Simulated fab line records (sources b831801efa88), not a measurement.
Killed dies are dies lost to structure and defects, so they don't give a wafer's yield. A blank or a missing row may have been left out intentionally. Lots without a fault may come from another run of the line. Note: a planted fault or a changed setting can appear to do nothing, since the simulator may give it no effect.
fab line records | flow sky130
[record] lots = 5 wafers = 15 lastDay = 51
route steps=708 shown VIA2@525 METAL3@532 CAPM@537 PAD_OPEN@708
lots untouched by any fault: they come from a run of this same line in which no faults occurred
startH: start of the lot's first displayed wafer, in hours after the record's first day | waitH: hours from the lot's prior step to this one | " identical to the entry in the row above | L1.1+2: a single row standing in for several wafers | - no value, or no start given | * or withheld: withheld | < > ~ a bound
route shown NAME@n: NAME is a module with steps in the file, n the number in the route of the first one | usual: mean/standard deviation taken from wafers without a fault | same: alike in all rows | chamber/n: place in a boat | sites: the reading at each site | _std_site: their standard deviation | _edge_site: inner sites' mean taken away from outer sites' mean | radiusMm: for every site, how far away it sits from the centre of the wafer | mask NAME#n: copy n | behind: the last tool/chamber to shape the wafer | hold: the reason the lot was held/the length of the hold in hours/how it ended | device: whichever transistor did not switch (one of n, p or np) | end of line: at the end of the route, the tests of the same wafers | a step without rows: its recipe alone | killed: count of dies lost to structure and defects at first sort (not the wafer's yield) | map: a wafer's dies, marking killed ones x, the rest . and places with no die _
set.NAME: the setting the step ran with; set.NAME@STEP: the setting that earlier step ran with | model.NAME: the simulator's own value behind a step, which no gauge read
lots at selected steps of the route; one table per step, one row per wafer
services: from which hour (startH, from the record's first day; less than 0 if before it) a tool's chamber was out of use, for how many hours, and why
[[steps]]
[step SKY_VIA2_CLEAN_18]
[recipe] chemistry = IPA timeS = 180 tempC = 25
[step SKY_VIA2_CLEAN_19]
[recipe] chemistry = O3/DIW dry = n2Spin
[step SKY_VIA2_SPUTTER_20]
[recipe] material = TiN targetThkNm = 20 chamberPressurePa = 4.881 powerW = 4000 timeS = 80
[step SKY_VIA2_CVD_21]
[recipe] material = W targetThkNm = 420 timeS = 126.4 tempC = 400 pressureTorr = 40
[step SKY_VIA2_CMP_24]
[recipe] stopOn = SiO2 tOverpolishS = 20 downForcePsi = 3.5 platenRpm = 60 targetThkNm = 0 padVelocityMS = 0.94248
[step SKY_METAL3_SPUTTER_00]
[recipe] material = Ti targetThkNm = 15 powerW = 3000 timeS = 10 chamberPressurePa = 0.4
[step SKY_METAL3_SPUTTER_01]
[recipe] material = TiN targetThkNm = 20 powerW = 6500 timeS = 16.7 chamberPressurePa = 0.4
[step SKY_METAL3_SPUTTER_02]
[recipe] material = AlCu targetThkNm = 735 powerW = 10600 timeS = 39.1 chamberPressurePa = 0.4
[step SKY_METAL3_SPUTTER_03]
[recipe] material = Ti targetThkNm = 5 powerW = 3000 timeS = 3.3 chamberPressurePa = 0.4
[step SKY_METAL3_SPUTTER_04]
[recipe] material = TiN targetThkNm = 70 powerW = 6500 timeS = 58.3 chamberPressurePa = 0.4
[step SKY_CAPM_CVD_00]
[recipe] material = SiO2 targetThkNm = 15.5 tempC = 400 timeS = withheld rfW = 450
[usual] heaterPowerW = 707/83
// columns lot.wafer tool chamber startH waitH heaterPowerW
L563.1 pecvd-03 1 914.95 0.0 613
L563.2 " 2 " " 684
L563.4 " 2 " " 679
L574.2 pecvd-03 0 981.98 0.0 698
L574.5 " 2 " " 729
L574.6 " 0 " " 694
L577.1 pecvd-03 0 1005.62 0.0 837
L577.4 " 0 " " 826
L577.6 " 0 " " 829
L579.2 pecvd-03 0 1023.23 0.0 819
L579.4 " 1 " " 783
L579.5 " 2 " " 772
L580.1 pecvd-02 1 1025.46 0.0 741
L580.3 " 0 " " 606
L580.4 " 1 " " 750
[step SKY_CAPM_THK_MEAS_01]
[recipe] reads = SiO2_of_CAPM_CVD_00
[usual] CAPM_CVD_00_THK = 15.51/0.23
// columns lot.wafer tool chamber startH waitH CAPM_CVD_00_THK[nm]
L563.1 filmMetro-02 - 914.98 - 15.17
L563.2 " - " " 15.42
L563.4 " - " " 15.78
L574.2 filmMetro-01 - 982.01 - 13.15
L574.5 " - " " 15.46
L574.6 " - " " 13.32
L577.1 filmMetro-04 - 1005.66 - 13.19
L577.4 " - " " 13.66
L577.6 " - " " 13.49
L579.2 filmMetro-02 - 1023.26 - 13.33
L579.4 " - " " 15.51
L579.5 " - " " 16.07
L580.1 filmMetro-01 - 1025.51 - 15.32
L580.3 " - " " 15.62
L580.4 " - " " 15.61
[step SKY_CAPM_SPUTTER_02]
[recipe] material = TiN targetThkNm = 200 tempC = 300 powerW = 6500 timeS = 166.7 chamberPressurePa = 0.4
[step SKY_CAPM_DEHYDRATE_05]
[recipe] tempC = 200 timeS = 60
[step SKY_CAPM_HMDS_06]
[recipe] primeTimeS = 60 primeTempC = 120
[step SKY_CAPM_COAT_07]
[recipe] resist = NOVOLAK spinRpm = 3000 resistThkNm = 1140
[step SKY_CAPM_SOFTBAKE_08]
[recipe] tempC = 90 timeS = 60 resist = NOVOLAK
[step SKY_CAPM_EXPOSE_09]
[recipe] maskId = CAPM na = 0.6 sourceShape = conventional sigmaOuter = 0.6 polarization = unpolarized targetCdNm = 1000 doseMj = 159
[step SKY_CAPM_PEB_10]
[recipe] tempC = withheld timeS = * resist = NOVOLAK
[step SKY_CAPM_DEVELOP_11]
[recipe] resist = NOVOLAK developer = TMAH developTimeS = 60 devTempC = 23
[step SKY_CAPM_METAL_ETCH_13]
[recipe] targetDepthNm = 220 stopOn = SiO2 chemistry = Cl2/BCl3 target = TiN pressureMtorr = 10 icpW = 900 biasW = 48.5 Cl2_flow_sccm = 60 bcl3FlowSccm = 30 timeS = 62.9
[step SKY_CAPM_STRIP_14]
[recipe] chemistry = O2/N2 powerW = 1400 pressureMtorr = 1500 platenTempC = withheld o2FlowSccm = 3000 n2FlowSccm = 300 overashFraction = 0.5
[step SKY_CAPM_STRIP_15]
[recipe] chemistry = postEtchResidueRemover timeS = 1200 tempC = 72.5
[step SKY_CAPM_CLEAN_16]
[recipe] chemistry = IPA timeS = 180 tempC = 25
[step SKY_CAPM_CLEAN_17]
[recipe] chemistry = O3/DIW dry = n2Spin
[step SKY_METAL3_DEHYDRATE_05]
[recipe] tempC = 200 timeS = 60
[step SKY_METAL3_HMDS_06]
[recipe] primeTimeS = 60 primeTempC = 120
[step SKY_METAL3_COAT_07]
[recipe] resist = BARC tempC = withheld timeS = withheld spinRpm = 3000 resistThkNm = 60
[step SKY_METAL3_COAT_08]
[recipe] resist = KrF-thick spinRpm = 3000 resistThkNm = 1140
[step SKY_METAL3_SOFTBAKE_09]
[recipe] tempC = 100 timeS = 90 resist = KrF-thick
[step SKY_METAL3_EXPOSE_10]
[recipe] maskId = MM3 na = 0.68 sourceShape = annular sigmaInner = 0.4 sigmaOuter = 0.8 targetCdNm = 300 doseMj = 28
[step SKY_METAL3_PEB_11]
[recipe] pebTempC = withheld pebTimeS = withheld resist = KrF-thick
[step SKY_METAL3_DEVELOP_12]
[recipe] developTimeS = 60 resist = KrF-thick devTempC = 21.42
[step SKY_METAL3_DESCUM_15]
[recipe] chemistry = O2 sourcePowerW = 150 biasPowerW = 0 pressureMtorr = 10 tempC = 40 timeS = 8
[step SKY_METAL3_ETCH_16]
[recipe] chemistry = N2/H2 target = BARC ionEnergyEv = 200 biasW = 100 pressureMtorr = 30 n2FlowSccm = 100 h2FlowSccm = 200 icpW = 500 stopOn = SiO2 timeS = 88.2 targetDepthA = 600
[step SKY_METAL3_ETCH_17]
[recipe] target = SiO2 stopOn = TiN chemistry = C4F8/O2/Ar sourceW = 1500 biasW = 1200 pressureMtorr = 40 c4f8FlowSccm = withheld O2_flow_sccm = 6 Ar_flow_sccm = 300 timeS = 3.9 targetDepthA = 150
[usual] chamberPressureMTorr = 40.00/0.035 oesProductAu = 0.755/0.0073
// columns lot.wafer tool chamber startH waitH chamberPressureMTorr oesProductAu rfHoursCounterH
L563.1 rieDiel-04 2 965.97 0.2 40.00 0.751 16
L563.2 " 0 " " 39.99 0.750 6
L563.4 " 3 " " 39.93 0.757 24
L574.2 rieDiel-04 0 1030.52 0.1 40.05 0.692 8
L574.5 " 0 " " 40.04 0.756 -
L574.6 " 1 " " 40.01 0.711 -
L577.1 rieDiel-04 1 1053.72 0.1 40.02 0.693 12
L577.4 " 2 " " 40.01 0.715 19
L577.6 " 0 " " 40.07 0.702 -
L579.2 rieDiel-02 3 1070.72 0.1 40.03 0.703 15
L579.4 " 2 " " 40.03 0.760 13
L579.5 " 1 " " 40.06 0.771 -
L580.1 rieDiel-02 2 1071.69 0.1 39.97 0.754 13
L580.3 " 1 " " 39.97 0.757 8
L580.4 " 3 " " 40.06 0.757 15
[step SKY_PAD_OPEN_PROBE_99]
[usual] defectLimitedYield = 82.5/2.2 killed_at_M0_to_M3 = 43/7.5 killed_at_M4_up = 3.2/1.9 killedAtContacts = 24/5.6 killedAtFrontEnd = 15/4.8 killedAtOther = 0.2/0.54 killedDies = 86/11 killedOpen = 47/7.6 killedShort = 39/7.1
[same] grossDies = 492 killedAtBackSide = 0
// columns lot.wafer tool chamber startH waitH defectLimitedYield[%] killed_at_M0_to_M3 killed_at_M4_up killedAtContacts killedAtFrontEnd killedAtOther killedDies killedOpen killedShort model.etest.tester.sortNPass model.etest.tester.sortYieldPct model.etest.tester.sort_bin_5_pct model.etest.capMim.cFfUm2RimLessCentre model.etest.tester.sort_bin_8_pct model.etest.tester.sort_bin_4_pct
L563.1 prober-01 - 1130.93 0.1 85.4 30 5 23 13 1 72 44 28 420 85.37 8.13 -0.01297 0 0
L563.2 prober-01 - 1130.98 0.1 83.5 43 5 26 6 1 81 39 42 411 83.54 10.98 -0.06224 0 0
L563.4 prober-01 - 1131.08 0.2 82.7 46 3 18 18 0 85 37 48 407 82.72 9.553 0.008017 0 0
L574.2 prober-02 - 1185.35 0.1 85.0 40 4 12 18 0 74 44 30 356 72.36 23.37 0.7371 1.061e-07 0
L574.5 prober-02 - 1185.50 0.2 84.3 45 1 21 10 0 77 50 27 415 84.35 10.37 -4.547e-05 0 0
L574.6 prober-02 - 1185.55 0.2 81.1 34 2 31 25 1 93 51 42 337 68.5 24.39 0.7848 2.608e-08 0
L577.1 prober-01 - 1201.15 0.1 84.6 40 4 18 14 0 76 46 30 365 74.19 20.73 0.8134 3.305e-08 0
L577.4 prober-01 - 1201.30 0.2 85.6 29 6 19 17 0 71 29 42 366 74.39 18.29 0.7545 6.454e-08 0
L577.6 prober-01 - 1201.40 0.2 81.9 38 1 24 26 0 89 57 32 349 70.94 20.93 0.8081 6.793e-06 0
L579.2 prober-01 - 1214.26 0.1 82.7 37 3 30 15 0 85 55 30 352 71.54 22.97 0.7572 1.096e-07 7.991e-14
L579.4 prober-01 - 1214.36 0.2 81.1 53 4 25 11 0 93 48 45 399 81.1 11.59 -0.01861 0 0
L579.5 prober-01 - 1214.41 0.2 81.5 47 5 19 20 0 91 53 38 401 81.5 10.98 0.008124 0 0
L580.1 prober-02 - 1215.01 0.1 81.1 42 0 31 20 0 93 44 49 399 81.1 10.77 -0.04088 0 0
L580.3 prober-02 - 1215.11 0.2 85.2 41 1 18 13 0 73 40 33 419 85.16 7.927 -0.03065 0 0
L580.4 prober-02 - 1215.16 0.2 82.5 39 6 22 19 0 86 49 37 406 82.52 10.98 0.03487 0 0
// killed by level:class
L563.1 CONTACT:geometricParticle:open=8 VIA3:geometricParticle:open=7 FIELD_ISO:geometricParticle:open=6 LI_CONTACT:geometricParticle:open=6 VIA1:geometricParticle:open=6 LOCAL_INTERCONNECT:geometricParticle:short=5 CONTACT:geometricParticle:short=4 VIA2:geometricParticle:open=4
L563.2 LI_CONTACT:geometricParticle:open=10 VIA1:geometricParticle:open=8 METAL3:geometricParticle:short=8 VIA3:geometricParticle:open=8 METAL2:geometricParticle:short=6 CONTACT:geometricParticle:open=5 CONTACT:geometricParticle:short=5 METAL4:geometricParticle:short=4
L563.4 VIA2:geometricParticle:short=8 VIA1:geometricParticle:open=8 LOCAL_INTERCONNECT:geometricParticle:short=6 CONTACT:geometricParticle:open=6 METAL1:geometricParticle:short=5 METAL2:geometricParticle:short=5 VIA3:geometricParticle:open=5 FIELD_ISO:geometricParticle:open=4
L574.2 VIA1:geometricParticle:open=14 VIA2:geometricParticle:open=9 METAL1:geometricParticle:short=6 POLY_GATE:geometricParticle:short=5 LI_CONTACT:geometricParticle:open=5 FIELD_ISO:geometricParticle:short=4 METAL2:geometricParticle:short=4 VIA3:geometricParticle:open=4
L574.5 VIA2:geometricParticle:open=9 CONTACT:geometricParticle:open=8 VIA1:geometricParticle:open=8 LI_CONTACT:geometricParticle:open=7 METAL1:geometricParticle:short=7 METAL2:geometricParticle:short=7 VIA3:geometricParticle:open=6 FIELD_ISO:geometricParticle:open=4
L574.6 CONTACT:geometricParticle:open=10 VIA1:geometricParticle:open=9 FIELD_ISO:geometricParticle:short=7 FIELD_ISO:geometricParticle:open=7 POLY_GATE:geometricParticle:short=5 LI_CONTACT:geometricParticle:short=5 LI_CONTACT:geometricParticle:open=5 CONTACT:geometricParticle:short=5
L577.1 VIA3:geometricParticle:open=10 CONTACT:geometricParticle:open=8 VIA1:geometricParticle:open=8 FIELD_ISO:geometricParticle:open=6 POLY_GATE:geometricParticle:open=5 VIA1:geometricParticle:short=5 LI_CONTACT:geometricParticle:short=4 METAL1:geometricParticle:short=4
L577.4 METAL1:geometricParticle:short=9 FIELD_ISO:geometricParticle:short=8 LI_CONTACT:geometricParticle:open=6 CONTACT:geometricParticle:open=5 VIA3:geometricParticle:open=5 VIA1:geometricParticle:short=5 CONTACT:geometricParticle:short=4 POLY_GATE:geometricParticle:short=3
L577.6 LI_CONTACT:geometricParticle:open=11 VIA2:geometricParticle:open=9 VIA3:geometricParticle:open=9 FIELD_ISO:geometricParticle:short=8 CONTACT:geometricParticle:open=8 POLY_GATE:geometricParticle:open=6 VIA1:geometricParticle:open=6 FIELD_ISO:geometricParticle:open=5
L579.2 VIA1:geometricParticle:open=16 CONTACT:geometricParticle:open=11 VIA2:geometricParticle:open=7 POLY_GATE:geometricParticle:open=7 CONTACT:geometricParticle:short=7 LI_CONTACT:geometricParticle:open=5 METAL2:geometricParticle:short=4 LOCAL_INTERCONNECT:geometricParticle:short=4
L579.4 VIA1:geometricParticle:open=12 LI_CONTACT:geometricParticle:open=8 CONTACT:geometricParticle:open=8 VIA3:geometricParticle:open=8 METAL2:geometricParticle:short=7 VIA1:geometricParticle:short=6 VIA3:geometricParticle:short=5 LOCAL_INTERCONNECT:geometricParticle:short=4
L579.5 VIA1:geometricParticle:open=12 VIA3:geometricParticle:open=9 CONTACT:geometricParticle:open=7 LOCAL_INTERCONNECT:geometricParticle:short=6 FIELD_ISO:geometricParticle:short=5 POLY_GATE:geometricParticle:open=5 LI_CONTACT:geometricParticle:open=5 VIA2:geometricParticle:short=5
L580.1 CONTACT:geometricParticle:short=9 VIA2:geometricParticle:open=8 POLY_GATE:geometricParticle:short=7 LI_CONTACT:geometricParticle:open=7 VIA1:geometricParticle:open=6 POLY_GATE:geometricParticle:open=5 LI_CONTACT:geometricParticle:short=5 CONTACT:geometricParticle:open=5
L580.3 VIA1:geometricParticle:open=9 VIA3:geometricParticle:open=8 CONTACT:geometricParticle:open=6 METAL2:geometricParticle:short=5 FIELD_ISO:geometricParticle:short=4 LI_CONTACT:geometricParticle:short=4 CONTACT:geometricParticle:short=4 VIA2:geometricParticle:open=4
L580.4 CONTACT:geometricParticle:open=13 VIA1:geometricParticle:open=8 METAL2:geometricParticle:short=6 FIELD_ISO:geometricParticle:short=4 POLY_GATE:geometricParticle:open=4 POLY_GATE:geometricParticle:short=4 CONTACT:geometricParticle:short=4 VIA2:geometricParticle:short=4
[[services]]
// columns tool chamber startH hours kind
pecvd-03 - 907.08 1.7 repair
pecvd-03 - 925.94 0.3 repair
rieDiel-02 1 936.76 2.9 repair
pecvd-03 1 953.40 2.1 scheduledDown
pecvd-03 - 992.13 6.0 pm
rieDiel-02 1 997.26 3.1 repair
pecvd-03 2 1002.75 5.5 scheduledDown
pecvd-02 - 1023.58 1.1 repair
rieDiel-04 1 1033.12 8.0 repair
rieDiel-02 0 1045.14 - clean
rieDiel-02 0 1045.14 23.0 scheduledDown
rieDiel-02 0 1045.14 23.0 ventCycle
pecvd-02 - 1045.80 28.1 pm
pecvd-02 2 1051.02 2.1 scheduledDown
rieDiel-04 0 1061.28 13.1 repair
[[key]]
[firstSign] step = SKY_CAPM_THK_MEAS_01 reading = CAPM_CVD_00_THK direction = down sigmas = 9.5 usual = 15.51 struck = 13.36
[effect] step = SKY_METAL3_ETCH_17 reading = oesProductAu direction = down sigmas = 7.2 usual = 0.755 struck = 0.703
[modelEffect] step = SKY_PAD_OPEN_PROBE_99 value = etest.tester.sortNPass without = 410.7 struck = 354.2
metAt SKY_CAPM_CVD_00
struckWafers L574.2,L574.6,L577.1,L577.4,L577.6,L579.2
[fault] kind = siteProfileDrift tool = pecvd-03 chamber = 0 onsetH = 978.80 steps = SKY_CAPM_CVD_00 basis = fraction maxAbsDrift = 0.31242 slopeSharePerHr = 69.427 sitePattern = 0,0,0,0,0,-1,-1,-1,-1
